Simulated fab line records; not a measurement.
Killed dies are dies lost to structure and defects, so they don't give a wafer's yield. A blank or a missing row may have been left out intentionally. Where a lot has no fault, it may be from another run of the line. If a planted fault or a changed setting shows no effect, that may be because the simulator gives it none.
fab line records -- flow gf180mcu
[record] lots = 12, wafers = 36, last_day = 34
route steps=602 shown V5@544 TOP_METAL@568 PASSIVATION@590
lots that met no fault: from a run of the same line without faults
start_h: hours from the record's opening day to when the first of the lot's shown wafers began -- wait_h: hours elapsed since this lot's preceding step -- " same as the row above -- L1.1+2: a single row standing in for several wafers -- - no value, or no start given -- * or withheld: withheld -- < > ~ a bound
route shown NAME@n: a module of which the file shows steps, and the number in the route of the first -- usual: mean and standard deviation over wafers with no fault -- same: alike in all rows -- chamber/n: place in a boat -- sites: the reading at each site -- _std_site: the standard deviation of these -- _edge_site: the outer-site mean with the inner-site mean subtracted -- radius_mm: how far each site lies from the wafer's centre -- mask NAME#n: copy n -- behind: the tool/chamber that last shaped the wafer -- hold: why the lot was held/for how many hours/how that ended -- device: transistor that didn't switch, given as n, p or np -- end of line: at the end of the route, the tests of the same wafers -- where a step has no rows: the recipe by itself -- killed: the dies lost at the first sort to structure and to defects; this is not the yield of the wafer -- map: a wafer's dies, marking killed ones x, the rest . and places with no die _
set.NAME: the setting the step ran with; set.NAME@STEP: the setting that earlier step ran with -- model.NAME: the simulator's own value behind a step, which no gauge read
one table for each step of the route and one row for each wafer, over a sample of lots
services: from which hour (start_h, from the record's first day; less than 0 if before it) a tool's chamber was out of use, for how many hours, and why
[[steps]]
[step GF_V5_CMP_04]
[recipe] material = SiO2, down_force_psi = 4, platen_rpm = 60, pad_velocity_m_s = 0.94248
[usual] edge_zone_pressure_frac = 1.000/0.0053, motor_current_A = 12.0/1.8
lot.wafer,tool,chamber,start_h,wait_h,edge_zone_pressure_frac,motor_current_A
L653.4,cmp-01,1,603.71,0.2,0.995,14.3
L653.5,cmp-01,2,603.71,0.2,1.008,12.1
L653.6,cmp-01,3,603.71,0.2,0.996,11.5
L654.3,cmp-02,2,605.35,0.0,1.002,13.2
L654.2,cmp-02,0,605.35,0.0,1.001,8.8
L654.6,cmp-02,2,605.35,0.0,0.995,13.3
L655.1,cmp-02,0,620.17,0.1,1.002,8.6
L655.4,cmp-02,1,620.17,0.1,0.996,14.5
L655.3,cmp-02,2,620.17,0.1,0.991,13.7
L656.1,cmp-01,3,628.71,0.1,1.011,12.3
L656.5,cmp-01,2,628.71,0.1,0.999,12.0
L656.6,cmp-01,3,628.71,0.1,1.003,12.2
L658.2,cmp-02,1,643.51,0.4,1.009,14.3
L658.1,cmp-02,2,643.51,0.4,0.997,13.6
L658.6,cmp-02,1,643.51,0.4,1.006,13.3
L659.1,cmp-02,3,654.48,0.1,1.006,10.0
L659.5,cmp-02,3,654.48,0.1,1.003,10.4
L659.6,cmp-02,0,654.48,0.1,1.000,9.4
L665.3,cmp-02,0,702.26,0.2,0.999,9.4
L665.4,cmp-02,2,702.26,0.2,0.996,13.2
L665.5,cmp-02,0,702.26,0.2,1.007,9.5
L666.4,cmp-02,2,706.38,0.1,0.999,12.9
L666.3,cmp-02,3,706.38,0.1,1.002,10.5
L666.5,cmp-02,2,706.38,0.1,1.000,13.0
L672.3,cmp-01,0,748.51,0.2,1.002,12.7
L672.4,cmp-01,1,748.51,0.2,1.006,15.6
L672.2,cmp-01,2,748.51,0.2,1.003,11.8
L673.4,cmp-01,3,754.19,0.2,0.996,12.2
L673.6,cmp-01,3,754.19,0.2,1.002,12.4
L673.5,cmp-01,0,754.19,0.2,0.996,12.5
L674.4,cmp-02,3,758.47,0.1,0.998,10.5
L674.3,cmp-02,0,758.47,0.1,1.001,9.9
L674.5,cmp-02,2,758.47,0.1,1.006,14.0
L676.4,cmp-02,2,768.94,0.0,1.004,13.3
L676.2,cmp-02,0,768.94,0.0,0.998,9.9
L676.6,cmp-02,2,768.94,0.0,0.998,13.8
[step GF_TOP_METAL_SPUTTER_01]
[recipe] material = TiN, target_thk_nm = 30, power_w = 6500, time_s = 25, chamber_pressure_pa = 0.4
[usual] throttle_valve_pct = 30.3/1.3
lot.wafer,tool,chamber,start_h,wait_h,throttle_valve_pct
L653.4,pvd_sputter-04,-,626.17,0.1,28.5
L653.5,pvd_sputter-04,-,626.17,0.1,29.3
L653.6,pvd_sputter-04,-,626.17,0.1,30.0
L654.2,pvd_sputter-03,-,628.34,0.1,31.8
L654.3,pvd_sputter-03,-,628.34,0.1,29.5
L654.6,pvd_sputter-03,-,628.34,0.1,29.4
L655.1,pvd_sputter-04,-,642.37,0.1,29.5
L655.3,pvd_sputter-04,-,642.37,0.1,30.8
L655.4,pvd_sputter-04,-,642.37,0.1,29.8
L656.1,pvd_sputter-01,-,650.86,0.1,30.4
L656.5,pvd_sputter-01,-,650.86,0.1,31.5
L656.6,pvd_sputter-01,-,650.86,0.1,32.8
L658.1,pvd_sputter-03,-,665.05,0.1,28.0
L658.2,pvd_sputter-03,-,665.05,0.1,30.5
L658.6,pvd_sputter-03,-,665.05,0.1,29.8
L659.1,pvd_sputter-01,-,677.86,0.1,33.0
L659.5,pvd_sputter-01,-,677.86,0.1,31.0
L659.6,pvd_sputter-01,-,677.86,0.1,30.5
L665.3,pvd_sputter-03,-,721.95,0.1,28.3
L665.4,pvd_sputter-03,-,721.95,0.1,29.6
L665.5,pvd_sputter-03,-,721.95,0.1,28.1
L666.3,pvd_sputter-04,-,725.87,0.1,30.1
L666.4,pvd_sputter-04,-,725.87,0.1,29.6
L666.5,pvd_sputter-04,-,725.87,0.1,28.5
L672.2,pvd_sputter-04,-,766.97,0.1,29.7
L672.3,pvd_sputter-04,-,766.97,0.1,28.8
L672.4,pvd_sputter-04,-,766.97,0.1,30.5
L673.4,pvd_sputter-03,-,772.71,0.0,28.4
L673.5,pvd_sputter-03,-,772.71,0.0,32.0
L673.6,pvd_sputter-03,-,772.71,0.0,30.6
L674.3,pvd_sputter-04,-,776.05,0.1,28.2
L674.4,pvd_sputter-04,-,776.05,0.1,30.0
L674.5,pvd_sputter-04,-,776.05,0.1,29.6
L676.2,pvd_sputter-03,-,786.90,0.1,29.6
L676.4,pvd_sputter-03,-,786.90,0.1,32.3
L676.6,pvd_sputter-03,-,786.90,0.1,28.1
[step GF_PASSIVATION_THK_MEAS_03]
[recipe] reads = Si3N4_of_PASSIVATION_CVD_02
[usual] PASSIVATION_CVD_02_THK = 696/7.7
lot.wafer,tool,chamber,start_h,wait_h,PASSIVATION_CVD_02_THK[nm]
L653.4,film_metro-01,-,647.37,0.0,717
L653.5,film_metro-01,-,647.37,0.0,707
L653.6,film_metro-01,-,647.37,0.0,696
L654.2,film_metro-04,-,649.83,0.2,692
L654.3,film_metro-04,-,649.83,0.2,687
L654.6,film_metro-04,-,649.83,0.2,704
L655.1,film_metro-04,-,663.50,0.1,692
L655.3,film_metro-04,-,663.50,0.1,683
L655.4,film_metro-04,-,663.50,0.1,701
L656.1,film_metro-01,-,671.46,0.1,691
L656.5,film_metro-01,-,671.46,0.1,706
L656.6,film_metro-01,-,671.46,0.1,711
L658.1,film_metro-03,-,684.57,0.1,696
L658.2,film_metro-03,-,684.57,0.1,696
L658.6,film_metro-03,-,684.57,0.1,697
L659.1,film_metro-04,-,698.07,0.1,686
L659.5,film_metro-04,-,698.07,0.1,697
L659.6,film_metro-04,-,698.07,0.1,699
L665.3,film_metro-01,-,740.00,0.2,686
L665.4,film_metro-01,-,740.00,0.2,696
L665.5,film_metro-01,-,740.00,0.2,688
L666.3,film_metro-03,-,744.14,0.2,690
L666.4,film_metro-03,-,744.14,0.2,704
L666.5,film_metro-03,-,744.14,0.2,699
L672.2,film_metro-01,-,784.04,0.2,689
L672.3,film_metro-01,-,784.04,0.2,685
L672.4,film_metro-01,-,784.04,0.2,700
L673.4,film_metro-04,-,789.81,0.0,697
L673.5,film_metro-04,-,789.81,0.0,695
L673.6,film_metro-04,-,789.81,0.0,697
L674.3,film_metro-03,-,793.38,0.2,691
L674.4,film_metro-03,-,793.38,0.2,702
L674.5,film_metro-03,-,793.38,0.2,701
L676.2,film_metro-01,-,803.28,0.2,695
L676.4,film_metro-01,-,803.28,0.2,708
L676.6,film_metro-01,-,803.28,0.2,701
[step GF_PASSIVATION_ANNEAL_13]
[recipe] temp_c = 400, time_s = 1800, ambient = N2/H2, idle_temp_c = 300, ramp_up_c_per_min = 10, ramp_down_c_per_min = 3
[usual] ramp_down_c_per_min = 3.0000/0.00057, ramp_up_c_per_min = 10.000/0.0018
lot.wafer,tool,chamber,start_h,wait_h,ramp_down_c_per_min,ramp_up_c_per_min
L653.4,furnace-01,0,666.98,0.0,3.0005,10.001
L653.5,furnace-01,0,666.98,0.0,2.9996,10.001
L653.6,furnace-01,0,666.98,0.0,2.9991,10.001
L654.2,furnace-01,0,669.48,0.1,3.0008,10.001
L654.3,furnace-01,0,669.48,0.1,2.9991,9.9984
L654.6,furnace-01,0,669.48,0.1,2.9999,9.9984
L655.1,furnace-01,0,682.62,0.1,3.0005,9.9974
L655.3,furnace-01,0,682.62,0.1,2.9990,10.002
L655.4,furnace-01,0,682.62,0.1,3.0002,10.001
L656.1,furnace-02,0,690.13,0.1,3.0005,10.003
L656.5,furnace-02,0,690.13,0.1,2.9996,9.9975
L656.6,furnace-02,0,690.13,0.1,3.0003,9.9978
L658.1,furnace-02,0,703.31,0.1,2.9994,9.9983
L658.2,furnace-02,0,703.31,0.1,3.0006,9.9978
L658.6,furnace-02,0,703.31,0.1,3.0002,10.000
L659.1,furnace-02,0,715.86,0.1,2.9996,10.0000
L659.5,furnace-02,0,715.86,0.1,3.0008,9.9971
L659.6,furnace-02,0,715.86,0.1,3.0003,9.9971
L665.3,furnace-02,-,755.97,0.0,-,-
L665.4,furnace-02,-,755.97,0.0,-,-
L665.5,furnace-02,-,755.97,0.0,-,-
L666.3,furnace-01,-,759.32,0.0,-,-
L666.4,furnace-01,-,759.32,0.0,-,-
L666.5,furnace-01,-,759.32,0.0,-,-
L672.2,furnace-02,0,799.22,0.1,2.9998,10.002
L672.3,furnace-02,0,799.22,0.1,3.0004,9.9980
L672.4,furnace-02,0,799.22,0.1,3.0004,9.9993
L673.4,furnace-01,0,804.91,0.0,3.0000,9.9991
L673.5,furnace-01,0,804.91,0.0,3.0002,10.000
L673.6,furnace-01,0,804.91,0.0,2.9996,10.000
L674.3,furnace-02,0,808.77,0.0,2.9993,10.001
L674.4,furnace-02,0,808.77,0.0,2.9992,10.003
L674.5,furnace-02,0,808.77,0.0,3.0009,9.9964
L676.2,furnace-02,0,817.96,0.1,3.0004,9.9986
L676.4,furnace-02,0,817.96,0.1,2.9993,9.9995
L676.6,furnace-02,0,817.96,0.1,3.0002,10.001
[step GF_PASSIVATION_BOW_MEAS_14]
[recipe] mode = bow
[usual] PASSIVATION_BOW = 134/8.1
lot.wafer,tool,chamber,start_h,wait_h,PASSIVATION_BOW[um]
L653.4,film_metro-04,-,668.54,0.1,140
L653.5,film_metro-04,-,668.54,0.1,131
L653.6,film_metro-04,-,668.54,0.1,140
L654.2,film_metro-03,-,671.00,0.0,128
L654.3,film_metro-03,-,671.00,0.0,123
L654.6,film_metro-03,-,671.00,0.0,121
L655.1,film_metro-01,-,684.12,0.0,132
L655.3,film_metro-01,-,684.12,0.0,133
L655.4,film_metro-01,-,684.12,0.0,142
L656.1,film_metro-03,-,691.63,0.0,131
L656.5,film_metro-03,-,691.63,0.0,126
L656.6,film_metro-03,-,691.63,0.0,121
L658.1,film_metro-03,-,704.81,0.0,144
L658.2,film_metro-03,-,704.81,0.0,131
L658.6,film_metro-03,-,704.81,0.0,145
L659.1,film_metro-03,-,717.36,0.0,129
L659.5,film_metro-03,-,717.36,0.0,131
L659.6,film_metro-03,-,717.36,0.0,119
L665.3,film_metro-04,-,757.51,0.0,206
L665.4,film_metro-04,-,757.51,0.0,204
L665.5,film_metro-04,-,757.51,0.0,206
L666.3,film_metro-04,-,760.86,0.0,200
L666.4,film_metro-04,-,760.86,0.0,215
L666.5,film_metro-04,-,760.86,0.0,208
L672.2,film_metro-01,-,800.74,0.0,133
L672.3,film_metro-01,-,800.74,0.0,139
L672.4,film_metro-01,-,800.74,0.0,125
L673.4,film_metro-01,-,806.47,0.1,133
L673.5,film_metro-01,-,806.47,0.1,129
L673.6,film_metro-01,-,806.47,0.1,133
L674.3,film_metro-01,-,810.31,0.0,140
L674.4,film_metro-01,-,810.31,0.0,135
L674.5,film_metro-01,-,810.31,0.0,134
L676.2,film_metro-04,-,819.48,0.0,136
L676.4,film_metro-04,-,819.48,0.0,130
L676.6,film_metro-04,-,819.48,0.0,137
[[services]]
tool,chamber,start_h,hours,kind
pvd_sputter-04,-,583.84,14.3,repair
furnace-02,-,607.57,3.7,pm
furnace-01,-,611.60,4.1,pm
pvd_sputter-03,-,629.16,1.8,repair
cmp-01,-,631.04,16.9,pm
pvd_sputter-03,-,634.48,7.4,repair
cmp-01,-,672.21,35.2,repair
pvd_sputter-04,-,699.92,0.7,repair
cmp-01,-,700.53,0.9,repair
cmp-01,-,716.87,1.1,repair
furnace-01,-,743.62,3.2,pm
cmp-01,-,744.21,4.0,pm
pvd_sputter-01,-,757.65,9.8,repair
cmp-02,-,760.71,0.9,repair
furnace-02,-,774.35,4.3,pm
pvd_sputter-04,-,777.44,5.1,repair
furnace-01,-,778.62,3.0,pm
furnace-01,-,797.52,3.1,pm
pvd_sputter-03,-,802.90,0.6,repair
pvd_sputter-03,-,806.52,3.5,repair
cmp-01,-,807.82,4.4,pm
cmp-02,-,810.75,4.0,pm
cmp-02,-,814.75,-,consumable_replace:conditioner
cmp-02,-,814.75,-,consumable_replace:pad
[[key]]
[first_sign] step = GF_PASSIVATION_ANNEAL_13, reading = tool_record, direction = missing
[effect] step = GF_PASSIVATION_BOW_MEAS_14, reading = PASSIVATION_BOW, direction = up, sigmas = 8.9, usual = 134, struck = 207
met_at GF_PASSIVATION_ANNEAL_13
struck_lots L665,L666
not_acting_at GF_V5_CMP_04,GF_TOP_METAL_SPUTTER_01,GF_PASSIVATION_THK_MEAS_03
onset_between 715.86 755.97
[fault] kind = skipped_step_whole, tool = furnace-01,furnace-02, chamber = -, onset_h = 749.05, steps = GF_PASSIVATION_ANNEAL_13, scope = struck_lots_only
